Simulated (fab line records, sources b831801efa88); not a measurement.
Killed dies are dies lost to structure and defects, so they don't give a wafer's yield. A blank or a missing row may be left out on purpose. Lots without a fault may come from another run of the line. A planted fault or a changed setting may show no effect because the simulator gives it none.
One fault seen from 2 desks | flow gf180mcu | each desk has only its own numbers; what lay behind them comes last

THE METROLOGY DESK
What the gauges read, lot by lot, whatever tool the lot ran on: means of the sampled wafers that have a number. A lot is out of limits, marked OUT, if its mean lies more than 4 standard deviations from the usual mean; the brackets give that distance.
Columns: A = V3_W_RS at GF_V3_RS_MEAS_24, usual 0.330 ohm/sq; B = M4_ALCU_RS at GF_M4_RS_MEAS_05, usual 0.0697 ohm/sq; C = M4_ALCU_THK at GF_M4_THK_MEAS_06, usual 445 nm
lot  | first seen here | A     | B                        | C
L455 | day 23 04:34    | 0.329 | 0.0693                   | 447
L456 | day 23 18:42    | 0.327 | 0.0692                   | 451
L457 | day 24 04:50    | 0.335 | 0.0699                   | 446
L458 | day 24 07:49    | 0.328 | 0.0704                   | 437
L459 | day 24 17:12    | 0.328 | 0.0700                   | 440
L461 | day 25 05:02    | 0.329 | 0.0699                   | 441
L462 | day 25 13:50    | 0.329 | 0.0692                   | 447
L465 | day 26 15:37    | 0.330 | 0.0694                   | 452
L466 | day 26 21:34    | 0.336 | 0.0693                   | 447
L472 | day 28 21:58    | 0.327 | 0.1606 (+99 or more) OUT | 196 (-47) OUT
L475 | day 29 12:15    | 0.333 | 0.1754 (+99 or more) OUT | 182 (-50) OUT
L476 | day 29 19:40    | 0.331 | 0.0694                   | 450
This desk's finding: out of limits on L472, L475; first on L472, day 28 22:40 (M4_ALCU_RS at GF_M4_RS_MEAS_05). In limits: L455, L456, L457, L458, L459, L461, L462, L465, L466, L476.

THE TOOL OWNER'S DESK: pvd_sputter-01
The tool's own readings at GF_M4_SPUTTER_02 (material AlCu, target thk 450 nm, time 23.9 s): means of the sampled wafers that have a number, for each lot that ran on this tool. A lot is out of limits, marked OUT, if its mean lies more than 4 standard deviations from the usual mean; the brackets give that distance.
Columns: A = throttle_valve_pct at GF_M4_SPUTTER_02, usual 30.0 %
lot  | first seen here | A
L455 | day 23 05:10    | 30.0
L456 | day 23 19:29    | 30.5
L462 | day 25 14:26    | 30.4
L465 | day 26 16:10    | 30.3
L466 | day 26 22:08    | 30.0
L472 | day 28 22:33    | 29.7
L475 | day 29 12:50    | 30.0
This desk's finding: nothing out of limits on any of the 7 lots.

PUT TOGETHER
The metrology desk could have raised an alarm at day 28 22:40, on L472, L475.
The tool owner's desk saw nothing out of limits.
The tool owner's desk has L472, L475 on record, within its limits.
Of the lots named, all ran GF_M4_SPUTTER_02 on pvd_sputter-01.

WHAT THE SIMULATOR HAD PUT IN
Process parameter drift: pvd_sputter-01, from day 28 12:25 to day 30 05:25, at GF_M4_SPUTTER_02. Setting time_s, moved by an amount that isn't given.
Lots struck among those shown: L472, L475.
Hours from the fault's start to each desk's first reading out of limits: the metrology desk, 10.
